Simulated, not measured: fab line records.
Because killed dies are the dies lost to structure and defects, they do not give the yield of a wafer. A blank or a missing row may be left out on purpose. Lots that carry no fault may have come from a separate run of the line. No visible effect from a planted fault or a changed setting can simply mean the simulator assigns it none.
Matching of chambers || flow sky130 || 4 sister chambers for SKY_VIA4_ETCH_12 on rie_diel-03
The step etches SiO2 in C4F8/O2/Ar, stops on TiN, target depth 580 nm. 14 wafers are shown with their chamber, then 7 later ones without.

WAFERS PAIRED WITH THEIR CHAMBERS
{"wafer": "L075.2", "chamber": 2, "oes_product_au (a.u.)": 0.931}
{"wafer": "L075.3", "chamber": 0, "oes_product_au (a.u.)": 0.922}
{"wafer": "L075.4", "chamber": 0, "oes_product_au (a.u.)": 0.915}
{"wafer": "L076.2", "chamber": 2, "oes_product_au (a.u.)": 0.928}
{"wafer": "L076.3", "chamber": 1, "oes_product_au (a.u.)": 0.923}
{"wafer": "L076.6", "chamber": 1, "oes_product_au (a.u.)": 0.934}
{"wafer": "L079.1", "chamber": 0, "oes_product_au (a.u.)": 0.928}
{"wafer": "L079.3", "chamber": 3, "oes_product_au (a.u.)": 0.931}
{"wafer": "L079.6", "chamber": 2, "oes_product_au (a.u.)": 0.926}
{"wafer": "L088.2", "chamber": 0, "oes_product_au (a.u.)": 0.927}
{"wafer": "L088.3", "chamber": 3, "oes_product_au (a.u.)": 0.920}
{"wafer": "L088.5", "chamber": 1, "oes_product_au (a.u.)": 0.924}
{"wafer": "L089.4", "chamber": 3, "oes_product_au (a.u.)": 0.922}
{"wafer": "L089.5", "chamber": 0, "oes_product_au (a.u.)": 0.919}

SIGNATURES (means of the wafers above)
{"reading": "oes_product_au", "chamber 0": 0.92220, "chamber 1": 0.92700, "chamber 2": 0.92833, "chamber 3": 0.92433, "scatter within a chamber": 0.00524}
Rule: distance of a wafer from a chamber = root of the sum over the readings of ((wafer's reading minus chamber's mean) / reading's scatter) squared. The wafer belongs to the nearest chamber; if the next one is less than 2 further off, it can't be placed. The scatter: take each reading less its chamber's mean, square it, sum over the shown wafers, divide by the number of wafers less the number of chambers, and take the root.

WAFERS WITH NO CHAMBER GIVEN
{"wafer": "L089.6", "oes_product_au (a.u.)": 0.930}
{"wafer": "L090.1", "oes_product_au (a.u.)": 0.929}
{"wafer": "L090.2", "oes_product_au (a.u.)": 0.922}
{"wafer": "L090.3", "oes_product_au (a.u.)": 0.937}
{"wafer": "L091.4", "oes_product_au (a.u.)": 0.926}
{"wafer": "L091.5", "oes_product_au (a.u.)": 0.931}
{"wafer": "L091.6", "oes_product_au (a.u.)": 0.925}

THE CHAMBER EACH PASSED THROUGH
{"wafer": "L089.6", "from the rows above": "can't be placed: 2 or 1 or 3 or 0", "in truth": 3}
{"wafer": "L090.1", "from the rows above": "can't be placed: 2 or 1 or 3 or 0", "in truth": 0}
{"wafer": "L090.2", "from the rows above": "can't be placed: 0 or 3 or 1 or 2", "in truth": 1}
{"wafer": "L090.3", "from the rows above": "can't be placed: 2 or 1 or 3 or 0", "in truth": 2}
{"wafer": "L091.4", "from the rows above": "can't be placed: 1 or 3 or 2 or 0", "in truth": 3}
{"wafer": "L091.5", "from the rows above": "can't be placed: 2 or 1 or 3 or 0", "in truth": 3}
{"wafer": "L091.6", "from the rows above": "can't be placed: 3 or 1 or 0 or 2", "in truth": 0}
Correctly placed: 0 of 7. Unplaceable from these rows: 7, with the true chamber sitting among the candidates in 7. Placed wrongly: 0.
